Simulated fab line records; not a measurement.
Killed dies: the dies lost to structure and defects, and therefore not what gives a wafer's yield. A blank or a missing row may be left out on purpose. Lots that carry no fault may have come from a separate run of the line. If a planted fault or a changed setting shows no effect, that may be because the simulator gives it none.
fab line records | flow sky130 | part 2 of 2: steps 32 to 32 of 32
[record] lots = 6 wafers = 18 lastDay = 50
route steps=708 shown FIELD_ISO@1 PAD_OPEN@708
lots that met no fault: taken from a fault-free run of the same line
startH: hours from the record's opening day to when the first of the lot's shown wafers began | waitH: how many hours have passed since the lot's step before this one | " as in the row above | L1.1+2: several wafers, shown together as one row | - no value, or no start given | * or withheld: withheld | < > ~ a bound
route shown NAME@n: a module of which the file shows steps, and the number in the route of the first | usual: mean/standard deviation taken from wafers without a fault | same: alike in all rows | chamber/n: place in a boat | sites: per-site readings | _std_site: standard deviation of those values | _edge_site: the outer-site mean with the inner-site mean subtracted | radiusMm: how far each site lies from the wafer's centre | mask NAME#n: copy n | behind: the last tool/chamber to shape the wafer | hold: what put the lot on hold/how long, in hours/how the hold closed | device: which transistor (n, p or np) failed to switch | end of line: tests run on the same wafers once the route is complete | where a step has no rows: the recipe by itself | killed: dies lost to structure and defects at the first sort, not the wafer's yield | map: a wafer's dies, marking killed ones x, the rest . and places with no die _
set.NAME: the setting as run; set.NAME@STEP: as run at that earlier step | model.NAME: the simulator's own value behind a step, which no gauge read
a table for each step, a row for each wafer; lots at some steps of the route
services: from which hour (startH, from the record's first day; less than 0 if before it) a tool's chamber was out of use, for how many hours, and why
[[steps]]
[step SKY_PAD_OPEN_PROBE_99]
[usual] killed_at_M0_to_M3 = 43/7.2 killed_at_M4_up = 3.0/1.7 killedAtContacts = 24/5.3 killedAtFrontEnd = 15/4.6 killedAtOther = 0.3/0.5 killedDies = 85/10 killedOnRim = 17/3.8 killedOpen = 46/7.2 killedShort = 39/6.4
[same] grossDies = 492 killedAtBackSide = 0
// columns lot.wafer tool chamber startH waitH killed_at_M0_to_M3 killed_at_M4_up killedAtContacts killedAtFrontEnd killedAtOther killedDies killedOnRim killedOpen killedShort model.etest.sramNfetPass.offLog10AUm model.etest.diodePdiffFingers.leakLog10ACm2 model.etest.diodeNdiffFingers.leakLog10ACm2 model.etest.sramNfetPass.vtV model.etest.sramNfetPass.vtSatV
L978.4 prober-02 - 1068.15 0.2 43 2 23 21 0 89 15 51 38 -12.47 -6.721 -6.667 0.6532 0.5599
L978.5 prober-02 - 1068.20 0.2 50 3 26 12 0 91 21 44 47 -12.67 -6.733 -6.73 0.6617 0.5669
L978.6 prober-02 - 1068.25 0.2 27 3 29 10 2 71 17 38 33 -12.53 -6.63 -6.496 0.6502 0.5547
L988.1 prober-02 - 1139.85 0.1 31 3 24 14 2 74 10 41 33 -12.93 -6.61 -6.787 0.6883 0.5878
L988.3 prober-02 - 1139.95 0.2 41 4 15 17 0 77 20 41 36 -12.75 -6.828 -6.698 0.6883 0.5853
L988.5 prober-02 - 1140.05 0.2 37 1 23 16 0 77 16 50 27 -12.83 -6.579 -6.526 0.6739 0.5828
L993.2 prober-01 - 1167.68 0.1 39 2 9 10 0 60 11 40 20 -12.91 -6.864 -6.717 0.6755 0.5773
L993.3 prober-01 - 1167.73 0.2 38 3 22 21 1 85 13 45 40 -12.98 -6.803 -6.878 0.6741 0.5765
L993.5 prober-01 - 1167.83 0.2 40 1 19 18 1 79 21 47 32 -12.9 -6.861 -6.987 0.6782 0.5829
L994.2 prober-02 - 1169.63 0.1 42 4 22 16 0 84 15 40 44 -13.23 -6.665 -6.995 0.7063 0.6099
L994.4 prober-02 - 1169.73 0.2 49 2 23 8 0 82 25 52 30 -13.16 -7.094 -6.859 0.7242 0.6271
L994.5 prober-02 - 1169.78 0.2 49 2 26 10 1 88 21 53 35 -13.06 -6.875 -7.041 0.7056 0.6044
L997.1 prober-01 - 1183.50 0.1 42 4 18 13 0 77 13 42 35 -12.46 -6.561 -6.754 0.6418 0.5442
L997.5 prober-01 - 1183.70 0.2 45 3 21 9 0 78 14 42 36 -12.64 -6.678 -6.726 0.6576 0.5625
L997.6 prober-01 - 1183.75 0.2 39 1 32 15 0 87 18 47 40 -12.77 -6.703 -6.766 0.6626 0.5673
L999.2 prober-01 - 1191.40 0.1 54 3 30 20 0 107 16 70 37 -12.65 -6.863 -6.513 0.6741 0.5726
L999.3 prober-01 - 1191.45 0.2 55 4 22 30 0 111 19 58 53 -12.79 -6.667 -6.383 0.6832 0.5849
L999.6 prober-01 - 1191.60 0.2 42 5 21 17 1 86 20 55 31 -12.74 -6.902 -6.78 0.66 0.5627
// killed by level:class
L978.4 CONTACT:geometricParticle:open=10 VIA1:geometricParticle:open=8 VIA2:geometricParticle:open=8 LI_CONTACT:geometricParticle:open=7 METAL1:geometricParticle:short=7 FIELD_ISO:geometricParticle:short=6 FIELD_ISO:geometricParticle:open=6 VIA1:geometricParticle:short=6
L978.5 VIA1:geometricParticle:open=13 METAL2:geometricParticle:short=12 CONTACT:geometricParticle:open=9 LI_CONTACT:geometricParticle:open=6 LOCAL_INTERCONNECT:geometricParticle:short=6 VIA2:geometricParticle:open=6 POLY_GATE:geometricParticle:short=4 VIA1:geometricParticle:short=4
L978.6 CONTACT:geometricParticle:open=10 VIA1:geometricParticle:open=8 CONTACT:geometricParticle:short=7 LI_CONTACT:geometricParticle:open=7 POLY_GATE:geometricParticle:short=4 LOCAL_INTERCONNECT:geometricParticle:short=4 VIA3:geometricParticle:short=4 VIA1:geometricParticle:short=3
L988.1 CONTACT:geometricParticle:open=8 LI_CONTACT:geometricParticle:open=7 VIA1:geometricParticle:open=7 VIA3:geometricParticle:open=5 VIA3:geometricParticle:short=5 FIELD_ISO:geometricParticle:open=3 METAL1:geometricParticle:short=3 POLY_GATE:geometricParticle:short=3
L988.3 VIA1:geometricParticle:open=9 VIA2:geometricParticle:open=8 CONTACT:geometricParticle:open=6 VIA1:geometricParticle:short=5 LI_CONTACT:geometricParticle:open=5 METAL3:geometricParticle:short=5 FIELD_ISO:geometricParticle:short=4 FIELD_ISO:geometricParticle:open=4
L988.5 CONTACT:geometricParticle:open=13 VIA1:geometricParticle:open=7 VIA2:geometricParticle:open=7 POLY_GATE:geometricParticle:open=5 VIA3:geometricParticle:open=5 VIA3:geometricParticle:short=5 FIELD_ISO:geometricParticle:open=4 POLY_GATE:geometricParticle:short=4
L993.2 VIA1:geometricParticle:open=14 VIA2:geometricParticle:open=7 VIA1:geometricParticle:short=7 FIELD_ISO:geometricParticle:open=4 VIA3:geometricParticle:open=4 LI_CONTACT:geometricParticle:open=3 SPACER:geometricParticle:open=2 CONTACT:geometricParticle:open=2
L993.3 LI_CONTACT:geometricParticle:open=9 VIA1:geometricParticle:open=8 METAL1:geometricParticle:short=7 FIELD_ISO:geometricParticle:open=6 FIELD_ISO:geometricParticle:short=6 LOCAL_INTERCONNECT:geometricParticle:short=5 CONTACT:geometricParticle:open=5 METAL2:geometricParticle:short=5
L993.5 VIA1:geometricParticle:open=8 FIELD_ISO:geometricParticle:open=7 VIA3:geometricParticle:open=7 VIA2:geometricParticle:open=6 LI_CONTACT:geometricParticle:open=5 VIA1:geometricParticle:short=5 CONTACT:geometricParticle:open=4 METAL1:geometricParticle:short=4
L994.2 VIA1:geometricParticle:open=10 CONTACT:geometricParticle:open=8 METAL1:geometricParticle:short=7 LOCAL_INTERCONNECT:geometricParticle:short=6 METAL2:geometricParticle:short=6 VIA2:geometricParticle:open=6 FIELD_ISO:geometricParticle:short=4 LI_CONTACT:geometricParticle:open=4
L994.4 VIA1:geometricParticle:open=15 VIA2:geometricParticle:open=9 LI_CONTACT:geometricParticle:open=8 CONTACT:geometricParticle:open=7 CONTACT:geometricParticle:short=5 VIA1:geometricParticle:short=5 METAL2:geometricParticle:short=5 POLY_GATE:geometricParticle:short=3
L994.5 LI_CONTACT:geometricParticle:open=12 VIA1:geometricParticle:open=11 VIA3:geometricParticle:open=10 CONTACT:geometricParticle:open=8 VIA1:geometricParticle:short=8 METAL1:geometricParticle:short=4 METAL2:geometricParticle:short=4 FIELD_ISO:geometricParticle:open=3
L997.1 VIA1:geometricParticle:open=10 VIA3:geometricParticle:open=8 VIA2:geometricParticle:open=6 FIELD_ISO:geometricParticle:open=5 CONTACT:geometricParticle:open=5 LOCAL_INTERCONNECT:geometricParticle:short=4 LI_CONTACT:geometricParticle:open=4 METAL3:geometricParticle:short=4
L997.5 VIA1:geometricParticle:open=9 METAL2:geometricParticle:short=7 CONTACT:geometricParticle:open=6 VIA3:geometricParticle:open=6 LI_CONTACT:geometricParticle:open=5 METAL1:geometricParticle:short=5 VIA2:geometricParticle:short=5 FIELD_ISO:geometricParticle:open=4
L997.6 VIA1:geometricParticle:open=12 LI_CONTACT:geometricParticle:open=10 CONTACT:geometricParticle:open=9 VIA1:geometricParticle:short=6 FIELD_ISO:geometricParticle:short=6 VIA2:geometricParticle:open=6 LOCAL_INTERCONNECT:geometricParticle:short=5 LI_CONTACT:geometricParticle:short=4
L999.2 CONTACT:geometricParticle:open=15 VIA1:geometricParticle:open=14 VIA2:geometricParticle:open=12 METAL1:geometricParticle:short=7 VIA1:geometricParticle:short=7 VIA3:geometricParticle:open=7 FIELD_ISO:geometricParticle:open=5 POLY_GATE:geometricParticle:open=5
L999.3 VIA1:geometricParticle:open=19 FIELD_ISO:geometricParticle:short=13 VIA1:geometricParticle:short=9 CONTACT:geometricParticle:open=9 VIA3:geometricParticle:open=9 FIELD_ISO:geometricParticle:open=8 POLY_GATE:geometricParticle:short=4 LI_CONTACT:geometricParticle:open=4
L999.6 VIA1:geometricParticle:open=13 VIA2:geometricParticle:open=11 LI_CONTACT:geometricParticle:open=8 FIELD_ISO:geometricParticle:open=6 CONTACT:geometricParticle:open=6 VIA3:geometricParticle:open=4 METAL4:geometricParticle:short=4 FIELD_ISO:geometricParticle:short=3
[[services]]
// columns tool chamber startH hours kind
rieSi-01 2 -10.79 1.6 repair
rieSi-01 3 -10.46 3.7 repair
cmp-02 - -8.66 1.5 repair
cmp-01 - 21.61 2.3 repair
cmp-02 - 23.79 2.9 repair
rieDiel-02 1 28.44 11.0 repair
rieSi-01 3 53.21 11.5 repair
plasmaAsher-01 - 59.82 1.0 repair
cmp-02 - 64.00 4.0 pm
rieDiel-03 3 64.45 - clean
cmp-02 - 75.55 1.6 repair
rieSi-01 1 79.93 7.3 repair
plasmaAsher-03 - 92.37 1.6 repair
rieDiel-02 3 105.36 15.3 repair
plasmaAsher-01 - 108.75 9.0 pm
wetBench-02 - 113.76 2.7 repair
wetBench-04 - 119.02 1.8 repair
rieSi-01 2 124.15 3.3 repair
cmp-01 - 124.21 4.9 pm
rieSi-02 2 127.74 4.9 repair
cmp-02 - 130.14 0.6 repair
cmp-01 - 130.41 3.8 repair
wetBench-04 - 132.69 1.9 pm
furnace-02 - 141.07 3.0 pm
[[key]]
[firstSign] step = SKY_FIELD_ISO_OXIDATION_01 reading = tubeCenterTempC direction = up sigmas = 99+ usual = * struck = *
[effect] step = SKY_FIELD_ISO_OXIDATION_01 reading = tube_center_temp_C_max direction = up sigmas = 99+ usual = * struck = *
[effect] step = SKY_FIELD_ISO_THK_MEAS_02 reading = FIELD_ISO_OXIDATION_00_THK direction = up sigmas = 27 usual = 12.09 struck = 18.91
[modelEffect] step = SKY_FIELD_ISO_OXIDATION_01 value = SiO2_of_FIELD_ISO_OXIDATION_01.thkNm without = 11.87 struck = 18.91
[modelEffect] step = SKY_FIELD_ISO_WET_ETCH_29 value = SiO2_of_FIELD_ISO_OXIDATION_01.thkNm without = 11.55 struck = 18.59
[modelEffect] step = SKY_PAD_OPEN_PROBE_99 value = etest.sramNfetPass.offLog10AUm without = -12.64 struck = -13.04
metAt SKY_FIELD_ISO_OXIDATION_01
struckWafers L993.2,L993.3,L993.5,L994.2,L994.4,L994.5
testerLeftOut L993,L994
onsetBetween 10.12 85.12
[fault] kind = processParameterDrift tool = furnace-01 chamber = - onsetH = 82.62 steps = SKY_FIELD_ISO_OXIDATION_01 channel = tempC offset = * shape = step endH = 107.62 actsIn = * stated = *
// testerLeftOut: of these lots the tester's yield and bins aren't shown, on N5 and GAA mostly nor the transistor test; their killed dies are dies lost to structure and defects alone, not to doping, threshold or leakage, so they don't give the yield
